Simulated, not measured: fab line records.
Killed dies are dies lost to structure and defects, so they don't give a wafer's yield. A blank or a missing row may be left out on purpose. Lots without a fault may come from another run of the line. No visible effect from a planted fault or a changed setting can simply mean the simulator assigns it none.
8D (eight disciplines) problem report, filled in by code / flow gf180mcu / the parts of the form that need people (team, actions taken, sign-off) are left out

1. THE PROBLEM
Wafers without a fault read 8.000 mTorr, standard deviation 0.0078; chamber pressure mTorr at GF_TOP_METAL_METAL_ETCH_16 reads a mean of 6.402 mTorr on 2 wafers belonging to 2 lots. So: -99 or more standard deviations from the usual mean.
The step: etches the open film in Cl2/BCl3, stops on SiO2, target depth 1197 nm, time 199.5 s.
The first sign was on wafer L421.6 at day 29 15:47, on rie metal-02. Wafers with a number at this step in the record: 18, from 6 lots. Rule for "out", or "out of limits": more than 4 standard deviations from the usual mean. All remaining wafers that have a number are taken as sound.

2. WHAT IT IS, WHAT IT ISN'T
question=which readings at this step | is=chamber pressure mTorr | is not=drypump motor current A, mfc cl2 sccm, throttle valve pct
question=which lots | is=L421, L422 | is not=L417, L418, L438, L439
question=which wafers of those lots | is=L421.6, L422.5 | is not=L421.4, L421.5, L422.2, L422.6
question=read on which tools | is=rie metal-02 | is not=rie metal-03, rie metal-04
question=when | is=from day 29 15:47 | is not=up to then (8 sound wafers); but 8 sound wafers of L422, L438, L439 came after

3. SUSPECTS, AND WHAT RULES EACH OUT
Counting: a tool at a process step up to the reading stays a suspect if it ran every lot that is out. Sound lots after the first of them don't rule it out here, since some wafers of a struck lot are sound.
- rie metal-02 at GF_TOP_METAL_METAL_ETCH_16 (etches the open film in Cl2/BCl3, stops on SiO2, target depth 1197 nm, time 199.5 s): kept. Every lot that is out went through it, the first being L421 (day 29 15:47); the last sound lot it ran before that was L418 (day 28 16:59). Its own readings are out on those wafers: chamber pressure mTorr.
- Within rie metal-02 at GF_TOP_METAL_METAL_ETCH_16: the wafers that are out ran in chamber 0; their sound lot-mates ran in chamber 1.
After counting, what remains is rie metal-02 at GF_TOP_METAL_METAL_ETCH_16.

4. THE CAUSE (what the simulator had put in)
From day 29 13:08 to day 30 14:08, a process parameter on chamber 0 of rie metal-02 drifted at GF_TOP_METAL_METAL_ETCH_16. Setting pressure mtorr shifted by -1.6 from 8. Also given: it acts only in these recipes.
The count eliminated every tool but this one.

5. THE CHAIN OF EFFECTS, in route order
One row per reading whose mean, taken over the struck wafers that have a number, lies over 3 standard deviations from the usual. Scope: only readings with a usual standard deviation given in the record; hours: median across lots of the time from each lot's start at the first step in this table that gives one to its start at this step; sigmas: change in usual standard deviations.
hours=0; step=GF_TOP_METAL_METAL_ETCH_16; reading=chamber pressure mTorr; usual=8.000 mTorr; on struck wafers=6.402; change=-1.598; sigmas=-99 or more
Its process steps:
- GF_TOP_METAL_METAL_ETCH_16: etches the open film in Cl2/BCl3, stops on SiO2, target depth 1197 nm, time 199.5 s.

6. HOW IT WOULD HAVE BEEN CAUGHT EARLIER
In this record no reading fell out of limits until day 29 15:47, 3 hours after the fault had begun at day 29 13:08.
